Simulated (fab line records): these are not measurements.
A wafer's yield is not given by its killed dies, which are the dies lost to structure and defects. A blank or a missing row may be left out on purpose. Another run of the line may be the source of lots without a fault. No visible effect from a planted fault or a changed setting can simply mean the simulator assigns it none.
Comparing a struck lot with a sound one	flow sky130	15 steps out of a route of 708
Sound: these wafers, L326.1, L326.4, L326.5. Wafers L324.1, L324.4, L324.5 were the ones struck. The cause is named last.
For every step that has rows: the tool of each side, followed by ch and its chambers, followed by its first start. Under that, the readings that differ: sound wafers	struck wafers	difference of the means	sigmas: that difference in standard deviations of wafers without a fault.
alike: words and numbers the same on both sides, and readings whose means are apart by under 2 such deviations; not compared: readings that were withheld, readings missing a value for some wafer, numbers with overlapping values and no deviation given by the record, and bounds like >300 which may hide the same value.
Wherever a step has rows on one side only, a row that says differs or no value, or a row with sigmas, the two part there. Numbers that have no deviation but don't overlap get no sigmas and don't part them. A reading missing from all wafers of one side parts the sides only when that side holds two or more wafers.

SKY_VIA1_CD_MEAS_12: the cd target is 150 nm.
  sound on cd-sem-01 at day 38 08:55; struck on cd-sem-01 at day 38 03:58
  alike: cd-nm
SKY_VIA1_OVL_MEAS_13:
  sound on overlay-02 at day 38 09:02; struck on overlay-01 at day 38 04:05
reading	sound	struck	difference	sigmas
VIA1_OVL (nm)	-4 -14 -10	4 7 7	+15	+2
SKY_VIA1_ETCH_14: etches BARC in N2/H2, stops on SiO2, time 45.9 s, target depth 60 nm.
  sound on rie-diel-04 ch 0,1,3, day 38 09:04; struck on rie-diel-02 ch 0,1, day 38 04:07
  alike: drypump-motor-current-A, n2-flow-sccm, oes-product-au, throttle-valve-pct
  not compared: rf-hours-counter-h
SKY_VIA1_ETCH_15: etches SiO2 in C4F8/O2/Ar, stops on TiN, target depth 351 nm, time 54 s.
  sound on rie-diel-04 ch 0,1,3, day 38 09:07; struck on rie-diel-02 ch 0,1, day 38 04:10
  alike: oes-product-au
  not compared: rf-hours-counter-h
SKY_VIA1_STRIP_16: strips in O2/N2.
  sound on plasma-asher-03 ch 0,1, day 38 09:10; struck on plasma-asher-02 ch 1, day 38 04:12
  alike: drypump-motor-current-A, n2-flow-sccm, oes-product-au, strip-time-to-endpoint-s
  not compared: rf-hours-counter-h
then, 3 steps without rows for these wafers: SKY_VIA1_STRIP_17 (strips in post etch residue remover, time 1200 s); SKY_VIA1_CLEAN_18 (cleans in IPA, time 180 s); SKY_VIA1_CLEAN_19 (cleans in O3/DIW).
SKY_VIA1_SPUTTER_20: material TiN, target thk 20 nm, time 80 s.
  sound on pvd-sputter-03 at day 38 09:45; struck on pvd-sputter-03 at day 38 04:47
  alike: throttle-valve-pct
then, 1 step without rows for these wafers: SKY_VIA1_CVD_21 (deposits W, target thk 270 nm, time 80.902 s).
SKY_VIA1_RS_MEAS_22: uses a four-point probe to measure.
  sound on film-metro-03 at day 38 09:55; struck on film-metro-03 at day 38 04:57
  alike: VIA1_W_RS
SKY_VIA1_THK_MEAS_23: measures by xrf.
  sound on film-metro-03 at day 38 10:02; struck on film-metro-03 at day 38 05:04
  alike: VIA1_W_THK
SKY_VIA1_CMP_24: polishes, stops on SiO2, t overpolish 15 s, target thk 0 nm.
  sound on cmp-02 ch 2,3, day 38 10:08; struck on cmp-01 ch 1,3, day 38 05:11
reading	sound	struck	difference	sigmas
overpolish-run-s (s)	14.993 15.006 14.992	12.382 12.366 12.386	-2.619	-99 or more
t-overpolish-s (s)	15 15 15	12.379 12.379 12.379	-2.621	
time-to-endpoint-s (s)	56 59 61	64 68 66	+7	+2
  alike: motor-current-A, retaining-ring-pressure-frac
SKY_METAL2_SPUTTER_00: material Ti, target thk 15 nm, time 10 s.
  sound on pvd-sputter-02 at day 38 10:23; struck on pvd-sputter-02 at day 38 05:26
  alike: throttle-valve-pct
-- the record jumps here: 11 days lie between the struck wafers' starts before and after (it left off in module METAL2 and takes up again in module PAD_OPEN, whose first step shown is number 708 of the route) --
SKY_PAD_OPEN_PROBE_99:
  sound on prober-01 at day 49 02:05; struck on prober-01 at day 48 23:41
reading	sound	struck	difference	sigmas
killed_at_M4_up	6 4 5	1 2 1	-4	-2
killed-at-contacts	17 20 14	29 29 28	+12	+2
  alike: defect-limited-yield, killed_at_M0_to_M3, killed-at-front-end, killed-at-other, killed-dies, killed-open, killed-short, sort_bin_3_pad_short, sort_bin_5_function, sort_bin_6_memory, sort-n-pass, sort-yield-pct

## WHERE THEY PART
First at SKY_VIA1_OVL_MEAS_13; last, within this record, at SKY_PAD_OPEN_PROBE_99.

WHY: whatever the simulator had introduced
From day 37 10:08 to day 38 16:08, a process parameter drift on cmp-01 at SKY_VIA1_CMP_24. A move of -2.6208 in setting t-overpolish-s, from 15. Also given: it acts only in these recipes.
